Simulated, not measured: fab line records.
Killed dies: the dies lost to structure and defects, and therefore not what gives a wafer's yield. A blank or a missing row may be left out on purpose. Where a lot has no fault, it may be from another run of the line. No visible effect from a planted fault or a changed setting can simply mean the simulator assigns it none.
A struck lot beside a sound one ; flow gf180mcu ; 26 out of 602 route steps
Sound: these wafers, L959.1, L959.3, L959.4. Struck: wafers L963.2, L963.4, L963.5. The cause comes at the end.
Per side, at each step with rows, come the tool, then ch with its chambers, and then its first start. Under that, the readings that differ: sound wafers ; struck wafers ; difference of the means ; sigmas: that difference in standard deviations of wafers without a fault.
alike: words and numbers the same on both sides, and readings whose means are apart by under 2 such deviations; not compared: readings that were withheld, readings missing a value for some wafer, numbers with overlapping values and no deviation given by the record, and bounds like >300 which may hide the same value.
Wherever a step has rows on one side only, a row that says differs or no value, or a row with sigmas, the two part there. Numbers that don't overlap but have no deviation are shown without sigmas and don't part them. A reading missing from all wafers of one side parts the sides only when that side holds two or more wafers.

first, 1 step without rows for these wafers: GF_MVPSD_IMPLANT_09.
GF_MVPSD_STRIP_10: strips in O2/N2.
  sound on plasma asher-03 ch 0,1, day 8 13:01; struck on plasma asher-02 ch 1, day 9 10:19
  alike: chamber pressure mTorr, drypump motor current A, heater power w, oes product au, strip time to endpoint s
  not compared: rf hours counter h
GF_MVPSD_TW_MEAS_11:
  sound on film metro-02, day 8 13:07; struck on film metro-04, day 9 10:26
  alike: MVPSD_TW
then, 7 steps without rows for these wafers: GF_VT_IMPLANT_DEHYDRATE_00 (time 60 s); GF_VT_IMPLANT_HMDS_01 (prime time 60 s); GF_VT_IMPLANT_COAT_02 (resist thk 1000 nm); GF_VT_IMPLANT_SOFTBAKE_03 (time 60 s); GF_VT_IMPLANT_EXPOSE_04 (exposes mask LVPWELL LV AREA, target cd 600 nm); GF_VT_IMPLANT_PEB_05; GF_VT_IMPLANT_DEVELOP_06 (develop time 60 s).
GF_VT_IMPLANT_OVL_MEAS_07:
  sound on overlay-02, day 9 04:56; struck on overlay-01, day 10 03:24
reading;sound;struck;difference;sigmas
VT_IMPLANT_OVL (nm);-1.9 -1.3 -1.9;0.9 0.2 2.0;+2.7;+2
next, for these wafers, 1 step has no rows: GF_VT_IMPLANT_IMPLANT_08.
GF_VT_IMPLANT_STRIP_09: strips in O2/N2.
  sound on plasma asher-03 ch 0,1, day 9 05:08; struck on plasma asher-04 ch 0, day 10 03:35
  no value came back on the struck wafers for any of 5 readings (chamber pressure mTorr (mTorr), drypump motor current A (A) and others); on the sound wafers chamber pressure mTorr (mTorr) reads 1499.4 1500.0 1497.8
reading;sound;struck;difference;sigmas
model.NOVOLAK_of_VT_IMPLANT_COAT_02.thk nm (nm);0 0 0;999.1 997.7 999.7;+998.8;
  not compared: rf hours counter h
GF_VT_IMPLANT_TW_MEAS_10:
  sound on film metro-03, day 9 05:14; struck on film metro-03, day 10 03:41
  alike: VT_IMPLANT_TW
then, 7 steps without rows for these wafers: GF_VT_IMPLANT_DEHYDRATE_11 (time 60 s); GF_VT_IMPLANT_HMDS_12 (prime time 60 s); GF_VT_IMPLANT_COAT_13 (resist thk 1000 nm); GF_VT_IMPLANT_SOFTBAKE_14 (time 60 s); GF_VT_IMPLANT_EXPOSE_15 (exposes mask Nwell LV AREA, target cd 860 nm); GF_VT_IMPLANT_PEB_16; GF_VT_IMPLANT_DEVELOP_17 (develop time 60 s).
GF_VT_IMPLANT_OVL_MEAS_18:
  sound on overlay-01, day 9 22:50; struck on overlay-02, day 10 20:35
reading;sound;struck;difference;sigmas
VT_IMPLANT_01_OVL (nm);1.1 0.7 2.0;-1.4 -2.9 -3.7;-3.9;-2
next, for these wafers, 1 step has no rows: GF_VT_IMPLANT_IMPLANT_19.
GF_VT_IMPLANT_STRIP_20: strips in O2/N2.
  sound on plasma asher-01 ch 0,1, day 9 23:01; struck on plasma asher-01 ch 0,1, day 10 20:46
reading;sound;struck;difference;sigmas
strip time to endpoint s (s);12.63 12.63 12.64;27.55 27.54 27.56;+14.92;+99 or more
  alike: chamber pressure mTorr, drypump motor current A, heater power w, oes product au
  not compared: rf hours counter h
GF_VT_IMPLANT_TW_MEAS_21:
  sound on film metro-02, day 9 23:07; struck on film metro-02, day 10 20:53
reading;sound;struck;difference;sigmas
VT_IMPLANT_2_TW;1198 1193 1192;30 30 30;-1164;-97
then, 1 step without rows for these wafers: GF_VT_IMPLANT_DEHYDRATE_22 (time 60 s).

WHERE THEY PART
First at GF_VT_IMPLANT_OVL_MEAS_07; last, within this record, at GF_VT_IMPLANT_TW_MEAS_21.

WHY: the cause the simulator had injected
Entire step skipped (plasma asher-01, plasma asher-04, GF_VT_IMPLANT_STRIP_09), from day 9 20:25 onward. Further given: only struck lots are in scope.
